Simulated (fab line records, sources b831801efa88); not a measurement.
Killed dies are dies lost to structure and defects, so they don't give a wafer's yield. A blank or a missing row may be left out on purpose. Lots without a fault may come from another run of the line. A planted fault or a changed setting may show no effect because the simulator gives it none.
Which tool did it? | flow gf180mcu | 12 lots, 36 wafers sampled, at 3 steps of a route of 602

WHAT THE GAUGES READ, wafer by wafer
GF_V3_CD_MEAS_14: target cd 260 nm.
lot  | measured     | on        | cd_nm (nm)
L075 | day 22 12:20 | cd_sem-01 | 261.5 259.5 259.7
L077 | day 23 10:52 | cd_sem-02 | 258.8 260.0 259.7
L079 | day 24 06:23 | cd_sem-01 | 260.8 259.6 261.0
L081 | day 25 06:44 | cd_sem-02 | 260.5 261.6 260.9
L083 | day 25 14:28 | cd_sem-01 | 260.8 261.1 260.4
L085 | day 26 07:13 | cd_sem-01 | 259.4 260.1 258.4
L087 | day 26 20:28 | cd_sem-01 | 260.6 260.5 261.6
L089 | day 27 07:29 | cd_sem-02 | 259.7 261.6 260.4
L091 | day 28 01:56 | cd_sem-02 | 258.9 259.8 260.2
L093 | day 29 04:01 | cd_sem-02 | 259.4 258.5 258.8
L095 | day 29 09:46 | cd_sem-02 | 259.6 259.9 260.2
L097 | day 29 18:04 | cd_sem-01 | 259.8 261.2 260.2

WHICH TOOL RAN EACH LOT (tool, then ch and the chambers of the sampled wafers, then the start)
lot  | GF_CONTACT_CMP_04             | GF_V2_CMP_26
L075 | cmp-01 ch 0,2,3, day 15 09:02 | cmp-01 ch 0,1,3, day 20 11:55
L077 | cmp-02 ch 0,2,3, day 16 04:08 | cmp-01 ch 0,1, day 21 11:14
L079 | cmp-01 ch 0,2,3, day 16 23:20 | cmp-02 ch 0,1,3, day 22 07:38
L081 | cmp-02 ch 1,2, day 17 19:37   | cmp-01 ch 1,2,3, day 23 08:49
L083 | cmp-02 ch 1,2,3, day 18 10:49 | cmp-01 ch 0,1,3, day 23 16:55
L085 | cmp-02 ch 0,2,3, day 19 07:19 | cmp-02 ch 0,1, day 24 11:06
L087 | cmp-02 ch 2,3, day 19 22:34   | cmp-02 ch 0,3, day 25 01:04
L089 | cmp-02 ch 0,2, day 20 11:40   | cmp-02 ch 0,1,2, day 25 12:04
L091 | cmp-01 ch 1,2, day 21 08:32   | cmp-02 ch 1,2,3, day 26 07:33
L093 | cmp-02 ch 0,2,3, day 22 15:37 | cmp-01 ch 0,1,2, day 27 12:01
L095 | cmp-01 ch 0,1,2, day 22 23:35 | cmp-01 ch 0,1, day 27 16:56
L097 | cmp-01 ch 0,1,3, day 23 10:37 | cmp-01 ch 0,1,2, day 28 02:04
- GF_CONTACT_CMP_04: polishes SiO2.
- GF_V2_CMP_26: polishes, stops on SiO2, t overpolish 15 s, target thk 0 nm.

THE ANSWER, worked out from the rows above alone
Rule: what is usual is taken from the lots themselves. Put in order of their means at a reading, lots are off if they are a third of the lots or fewer, leave a main group of 4 or more, and stand apart from it by a gap of 3 or more times the standard deviation of the main group's means; of several such gaps the widest counts. A main group whose means are all the same, to the digits that the tables above print for the reading, isn't used. A lot without any number at a reading at which 4 lots or more have one is off too. The other lots that the step has rows for count as sound.
No lot is off at any reading shown: from this, nothing can be told.

WHAT THE SIMULATOR HAD PUT IN
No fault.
